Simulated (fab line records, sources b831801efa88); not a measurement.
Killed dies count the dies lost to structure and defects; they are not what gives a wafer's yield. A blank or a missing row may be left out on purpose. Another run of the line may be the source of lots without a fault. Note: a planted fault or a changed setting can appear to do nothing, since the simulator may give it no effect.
A single fault, viewed from 2 desks	flow sky130	only its own numbers are on each desk; what lay behind them is given at the end

== FROM THE METROLOGY DESK ==
Means of the sampled wafers that have a number, per lot and without regard to the tool the lot ran on: this is what the gauges read. Marked OUT: a lot whose mean sits more than 4 standard deviations from the usual mean, which makes it out of limits; the brackets give that distance.
Columns: A = VIA1_HDPCVD_THK at SKY_VIA1_THK_MEAS_01, usual 1029 nm; B = cd_nm at SKY_VIA1_CD_MEAS_12, usual 150.3 nm; C = VIA1_OVL at SKY_VIA1_OVL_MEAS_13, usual -2 nm
lot	first seen here	A	B	C
L908	day 33 03:41	1014	151.8	2
L909	day 33 17:15	1025	152.4	-2
L911	day 33 20:35	1047	152.1	-1
L912	day 34 04:58	1031	150.0	-5
L913	day 34 19:21	1020	153.1	0
L915	day 35 16:58	1017	149.6	0
L916	day 35 21:15	1031	147.7	-2
L919	day 36 12:47	1017	147.8	-3
L923	day 37 22:18	856 (-13) OUT	151.5	-2
L925	day 38 09:46	698 (-25) OUT	151.8	-4
L926	day 38 11:18	1022	150.4	-2
L930	day 40 01:13	1036	148.6	1
Per this desk, out of limits: L923, L925; the first was L923, day 37 22:18 (VIA1_HDPCVD_THK at SKY_VIA1_THK_MEAS_01). L908, L909, L911, L912, L913, L915, L916, L919, L926, L930: within limits.

== TOOL OWNER'S DESK, hdpcvd-02 ==
The tool's own readings at SKY_VIA1_HDPCVD_00 (deposits SiO2, target thk 1030 nm, time 171.7 s): means of the sampled wafers that have a number, for each lot that ran on this tool. Marked OUT: a lot whose mean sits more than 4 standard deviations from the usual mean, which makes it out of limits; the brackets give that distance.
Columns: A = sih4_flow_sccm at SKY_VIA1_HDPCVD_00, usual 60.02 sccm
lot	first seen here	A
L911	day 33 20:29	59.79
L912	day 34 04:52	60.05
L913	day 34 19:14	60.18
L916	day 35 21:08	59.93
L923	day 37 22:11	50.07 (-52) OUT
L925	day 38 09:38	39.93 (-99 or more) OUT
This desk's finding: out of limits on L923, L925; first on L923, day 37 22:11 (sih4_flow_sccm at SKY_VIA1_HDPCVD_00). L911, L912, L913, L916: within limits.

== PUT TOGETHER ==
At day 37 22:11, on L923, L925, the tool owner's desk was in a position to raise an alarm.
At day 37 22:18 the metrology desk could have sounded an alarm, on L923, L925.
Of the lots named, all ran SKY_VIA1_HDPCVD_00 on hdpcvd-02.

== WHAT THE SIMULATOR HAD INSERTED ==
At SKY_VIA1_HDPCVD_00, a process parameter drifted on hdpcvd-02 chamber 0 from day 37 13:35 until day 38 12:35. From 60, the setting sih4_flow_sccm moved by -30. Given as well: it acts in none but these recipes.
Shown lots that were struck: L923, L925.
Counting hours from when the fault started, the first reading out of limits came at 9 for the tool owner's desk and at 9 for the metrology desk.
